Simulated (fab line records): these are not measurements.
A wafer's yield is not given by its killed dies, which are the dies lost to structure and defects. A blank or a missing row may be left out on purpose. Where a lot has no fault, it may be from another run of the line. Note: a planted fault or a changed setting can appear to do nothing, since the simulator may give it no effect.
Comparing a struck lot with a sound one    flow sky130    22 steps out of a route of 708
Sound: the wafers L450.3, L450.4, L450.5. Struck: wafer L460.1. (L460.6 of the same lot was not struck and is left out.) The cause comes at the end.
Order at every step that has rows: each side's tool, ch and its chambers, its first start. Under that, the readings that differ: sound wafers    struck wafers    difference of the means    sigmas: that difference in standard deviations of wafers without a fault.
alike: same words and numbers on both sides, and readings whose means sit less than 2 such deviations apart. not compared: any withheld reading, any reading some wafer has no value for, any bound like >300 that may hide the same value, and any number with overlapping values for which the record gives no deviation.
The two part at a step that has a row with sigmas, a row that says differs or no value, or rows on one side only. Numbers that don't overlap but have no deviation are shown without sigmas and don't part them. A reading that every wafer of one side lacks parts them only if that side has two wafers or more.

SKY_LOCAL_INTERCONNECT_STRIP_15: strips in O2/N2.
  sound on plasmaAsher-02 ch 0,1, day 35 08:30; struck on plasmaAsher-03 ch 1, day 35 20:47
reading                   sound        struck  difference                    sigmas
drypumpMotorCurrentA (A)  5.4 6.8 6.7  4.9     -1.4                          -2
rfHoursCounterH (h)       - - -        42      no value on the sound wafers  
  alike: oesProductAu, stripTimeToEndpointS
then, 3 steps without rows for these wafers: SKY_LOCAL_INTERCONNECT_STRIP_16 (strips in post etch residue remover, time 1200 s); SKY_LOCAL_INTERCONNECT_CLEAN_17 (cleans in IPA, time 180 s); SKY_LOCAL_INTERCONNECT_CLEAN_18 (cleans in O3/DIW).
SKY_CONTACT_CVD_00: deposits Si3N4, target thk 75 nm.
  sound on pecvd-02 ch 0, day 35 09:05; struck on pecvd-03 ch 0, day 35 21:24
  alike: heaterPowerW
SKY_CONTACT_THK_MEAS_01:
  sound: filmMetro-01 at day 35 09:11; struck: filmMetro-01 at day 35 21:26
reading                  sound           struck  difference  sigmas
CONTACT_CVD_00_THK (nm)  75.5 75.4 75.4  73.5    -1.9        -2
then, 1 step without rows for these wafers: SKY_CONTACT_HDPCVD_02 (deposits SiO2, target thk 565 nm, time 94.2 s).
SKY_CONTACT_THK_MEAS_03:
  sound: filmMetro-03 at day 35 09:19; struck: filmMetro-02 at day 35 21:34
  alike: CONTACT_HDPCVD_THK
SKY_CONTACT_CMP_04: polishes SiO2.
  sound on cmp-01 ch 0,2,3, day 35 09:21; struck on cmp-02 ch 2, day 35 21:50
  alike: edgeZonePressureFrac, headPressurePsi, motorCurrentA, timeToEndpointS
SKY_CONTACT_BOW_MEAS_05:
  sound: filmMetro-01 at day 35 09:41; struck: filmMetro-03 at day 35 22:05
  alike: CONTACT_BOW
then, 2 steps without rows for these wafers: SKY_CONTACT_DEHYDRATE_06 (time 60 s); SKY_CONTACT_HMDS_07 (prime time 60 s).
SKY_CONTACT_COAT_08: resist thk 60 nm.
  sound on lithoTrack-01 ch 0, day 35 22:25; struck on lithoTrack-03 ch 0, day 36 10:48
then, 5 steps without rows for these wafers: SKY_CONTACT_COAT_09 (resist thk 450 nm); SKY_CONTACT_SOFTBAKE_10 (time 90 s); SKY_CONTACT_EXPOSE_11 (exposes mask CTM1, target cd 170 nm); SKY_CONTACT_PEB_12; SKY_CONTACT_DEVELOP_13 (develop time 60 s).
SKY_CONTACT_CD_MEAS_14: the cd target is 170 nm.
  sound: cdSem-01 at day 36 12:02; struck: cdSem-01 at day 36 23:56
  alike: cdNm
SKY_CONTACT_OVL_MEAS_15:
  sound: overlay-02 at day 36 12:08; struck: overlay-01 at day 37 00:04
  alike: CONTACT_OVL
SKY_CONTACT_ETCH_16: etches BARC in N2/H2, stops on SiO2, time 45.9 s, target depth 60 nm.
  sound on rieDiel-01 ch 0,1, day 36 12:10; struck on rieDiel-04 ch 1, day 37 00:06
reading                  sound                 struck  difference  sigmas
oesProductAu (a.u.)      0.860 0.852 0.847     0.865   +0.012      +3
throttleValvePct (%)     13.219 13.208 13.203  13.239  +0.029      +3
model.etch.depthNm (nm)  59.93 59.84 59.78     62.01   +2.16       
  alike: drypumpMotorCurrentA
  not compared: rfHoursCounterH
SKY_CONTACT_ETCH_17: etches SiO2 in C4F8/O2/Ar, stops on Si3N4, target depth 340 nm.
  sound on rieDiel-01 ch 0,1, day 36 12:12; struck on rieDiel-04 ch 1, day 37 00:08
  alike: oesProductAu

== WHERE THEY PART ==
At SKY_LOCAL_INTERCONNECT_STRIP_15 first; at SKY_CONTACT_ETCH_16 last (within this record only). Later steps at which nothing parts them and some readings are alike: SKY_CONTACT_ETCH_17.

WHY: the cause the simulator had injected
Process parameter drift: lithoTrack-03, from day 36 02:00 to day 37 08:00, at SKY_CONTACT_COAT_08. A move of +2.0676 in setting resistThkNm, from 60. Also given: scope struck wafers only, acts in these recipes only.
